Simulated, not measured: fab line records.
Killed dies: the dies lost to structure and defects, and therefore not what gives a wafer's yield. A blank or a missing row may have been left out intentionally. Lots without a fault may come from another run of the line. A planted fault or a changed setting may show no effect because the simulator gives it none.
Struck lot and sound lot, side by side ; flow sfq line ; 41 steps out of a route of 325
Sound: the wafers L940.1, L940.2, L940.6. Wafers struck: L939.3, L939.4, L939.5. The cause comes at the end.
Each step with rows lists, per side, the tool, then ch with its chambers, then its first start. Under that, the readings that differ: sound wafers ; struck wafers ; difference of the means ; sigmas: that difference in standard deviations of wafers without a fault.
alike: a reading whose means differ by less than 2 such deviations, as well as words and numbers matching on both sides. not compared: withheld readings; readings where some wafer has no value; bounds like >300 that might hide an equal value; numbers whose values overlap and for which the record gives no deviation.
A row with sigmas, a row that says differs or no value, or rows on one side alone: a step with any of these is where the two part. Non-overlapping numbers with no deviation appear without sigmas and do not part them. Lack of a reading on every wafer of one side parts them only where that side has two or more wafers.

first, 6 steps without rows for these wafers: SFQ_TRILAYER_L0_VIA_LITHO_COAT_018 (resist thk 62 nm); SFQ_TRILAYER_L0_VIA_LITHO_COAT_013 (resist thk 650 nm); SFQ_TRILAYER_L0_VIA_LITHO_SOFTBAKE_017; SFQ_TRILAYER_L0_VIA_LITHO_EXPOSE_014 (exposes mask L0V, target cd 700 nm); SFQ_TRILAYER_L0_VIA_LITHO_PEB_016 (peb time 60 s); SFQ_TRILAYER_L0_VIA_LITHO_DEVELOP_015 (time 60 s).
SFQ_L0V_OVL_MEAS_903:
  sound on overlay-02, day 8 00:55; struck on overlay-02, day 7 20:07
  alike: L0V_OVL
then, 5 steps without rows for these wafers: SFQ_TRILAYER_L0_VIA_BARC_OPEN_VIA_ETCH_021 (etches BARC in O2, target depth 125 nm, time 41.7 s); SFQ_TRILAYER_L0_VIA_ETCH_VIA_ETCH_016 (etches SiO2 in CHF3, stops on MoNx KI, target depth 80 nm); SFQ_TRILAYER_L0_VIA_STRIP_STRIP_017 (strips in O2); SFQ_TRILAYER_L0_VIA_STRIP_SOLV_CLEAN_018 (cleans in NMP, time 600 s); SFQ_TRILAYER_M0_DEP_PRE_CLEAN_020 (time 15 s).
SFQ_TRILAYER_M0_DEP_SPUTTER_019: material Nb, target thk 200 nm, time 133.3 s.
  sound on pvd sputter-03, day 8 01:51; struck on pvd sputter-05, day 7 21:02
reading;sound;struck;difference;sigmas
model.Nb_of_TRILAYER_M0_DEP_SPUTTER_019.thk nm (nm);194.6 193.7 194.9;176.4 176.5 176.1;-18.1;
  alike: chamber pressure pa, resputter cathode voltage v, throttle valve pct
SFQ_M0_RS_MEAS_904: uses a four-point probe to measure.
  sound on film metro-04, day 8 01:56; struck on film metro-01, day 7 21:27
reading;sound;struck;difference;sigmas
M0_NB_RS (ohm/sq);0.916 0.919 0.915;1.013 1.010 1.014;+0.096;+11
  not compared: hold
then, 5 steps without rows for these wafers: SFQ_TRILAYER_M0_LITHO_COAT_021 (resist thk 600 nm); SFQ_TRILAYER_M0_LITHO_SOFTBAKE_025; SFQ_TRILAYER_M0_LITHO_EXPOSE_022 (exposes mask M0, target cd 500 nm); SFQ_TRILAYER_M0_LITHO_PEB_024 (peb time 60 s); SFQ_TRILAYER_M0_LITHO_DEVELOP_023 (time 60 s).
-- the record jumps here: 4 days lie between the struck wafers' starts before and after --
SFQ_M0_OVL_MEAS_906:
  sound on overlay-01, day 11 18:43; struck on overlay-02, day 11 13:55
reading;sound;struck;difference;sigmas
M0_OVL (nm);-3 1 1;10 10 9;+10;+2
SFQ_TRILAYER_M0_BARC_OPEN_METAL_ETCH_031: etches BARC in O2, target depth 125 nm, time 41.7 s.
  sound on rie metal-01 ch 0,1, day 11 18:44; struck on rie metal-02 ch 0,1, day 11 13:58
  alike: drypump motor current A, oes product au
  not compared: rf hours counter h
SFQ_TRILAYER_M0_ETCH_METAL_ETCH_024: etches Nb in Cl2/Ar, stops on SiO2, target depth 240 nm, time 120 s.
  sound on rie metal-01 ch 0,1, day 11 18:48; struck on rie metal-02 ch 0,1, day 11 14:03
reading;sound;struck;difference;sigmas
oes product au (a.u.);0.881 0.878 0.886;0.826 0.841 0.828;-0.050;-8
  alike: drypump motor current A
  not compared: rf hours counter h
SFQ_TRILAYER_M0_STRIP_STRIP_025: strips in O2.
  sound on rie metal-01 ch 0,1, day 11 18:56; struck on rie metal-02 ch 0,1, day 11 14:20
  alike: drypump motor current A, oes product au
  not compared: rf hours counter h
then, 1 step without rows for these wafers: SFQ_TRILAYER_M0_STRIP_SOLV_CLEAN_026 (cleans in NMP, time 600 s).
SFQ_TRILAYER_I0_DEP_PECVD_027: deposits SiO2 from SiH4/N2O, time 111.11 s, target thk 500 nm.
  sound on pecvd-04 ch 0,1,2, day 11 19:43; struck on pecvd-03 ch 0,1,2, day 11 14:54
  alike: heater power w, throttle valve pct
then, 1 step without rows for these wafers: SFQ_TRILAYER_I0_CMP_CMP_028 (polishes SiO2).
SFQ_I0_BOW_MEAS_907:
  sound on film metro-04, day 12 17:44; struck on film metro-04, day 12 09:41
  alike: I0_BOW
then, 7 steps without rows for these wafers: SFQ_TRILAYER_I0_METRO_MEASURE_029; SFQ_TRILAYER_I0_VIA_LITHO_COAT_036 (resist thk 62 nm); SFQ_TRILAYER_I0_VIA_LITHO_COAT_031 (resist thk 650 nm); SFQ_TRILAYER_I0_VIA_LITHO_SOFTBAKE_035; SFQ_TRILAYER_I0_VIA_LITHO_EXPOSE_032 (exposes mask I0, target cd 500 nm); SFQ_TRILAYER_I0_VIA_LITHO_PEB_034 (peb time 60 s); SFQ_TRILAYER_I0_VIA_LITHO_DEVELOP_033 (time 60 s).
-- the record jumps here: 4 days lie between the struck wafers' starts before and after --
SFQ_I0_OVL_MEAS_908:
  sound on overlay-01, day 17 06:35; struck on overlay-02, day 16 18:48
  alike: I0_OVL
SFQ_TRILAYER_I0_VIA_BARC_OPEN_VIA_ETCH_046: etches BARC in O2, target depth 125 nm, time 41.7 s.
  sound on rie diel-04 ch 0,2,3, day 17 06:38; struck on rie diel-04 ch 0,1, day 16 18:50
  alike: drypump motor current A, oes product au
  not compared: rf hours counter h
SFQ_TRILAYER_I0_VIA_ETCH_VIA_ETCH_034: etches SiO2 in CHF3, stops on Nb, target depth 260 nm.
  sound on rie diel-04 ch 0,2,3, day 17 06:40; struck on rie diel-04 ch 0,1, day 16 18:52
  alike: drypump motor current A, oes product au
then, 3 steps without rows for these wafers: SFQ_TRILAYER_I0_VIA_STRIP_STRIP_035 (strips in O2); SFQ_TRILAYER_I0_VIA_STRIP_SOLV_CLEAN_036 (cleans in NMP, time 600 s); SFQ_TRILAYER_M1_DEP_PRE_CLEAN_038 (time 22.5 s).
-- the record jumps here: 58 days lie between the struck wafers' starts before and after --
SFQ_M8_BOW_MEAS_951:
  sound on film metro-04, day 75 03:32; struck on film metro-01, day 75 02:17
reading;sound;struck;difference;sigmas
model.etest.m0.ohm um;1.842 1.847 1.841;2.022 2.034 2.03;+0.185;
model.etest.m0.ohm sq;0.9148 0.9192 0.9137;1.01 1.009 1.011;+0.09;
model.etest.i0.link ohm;1.992 1.983 1.986;2.08 2.068 2.088;+0.09;
  alike: M8_BOW

WHERE THEY PART
First at SFQ_M0_RS_MEAS_904; last, within this record, at SFQ_TRILAYER_M0_ETCH_METAL_ETCH_024. Later steps at which nothing parts them and some readings are alike: SFQ_TRILAYER_M0_STRIP_STRIP_025, SFQ_TRILAYER_I0_DEP_PECVD_027, SFQ_I0_BOW_MEAS_907, SFQ_I0_OVL_MEAS_908, SFQ_TRILAYER_I0_VIA_BARC_OPEN_VIA_ETCH_046, SFQ_TRILAYER_I0_VIA_ETCH_VIA_ETCH_034, SFQ_M8_BOW_MEAS_951.

WHY: what the simulator had put in
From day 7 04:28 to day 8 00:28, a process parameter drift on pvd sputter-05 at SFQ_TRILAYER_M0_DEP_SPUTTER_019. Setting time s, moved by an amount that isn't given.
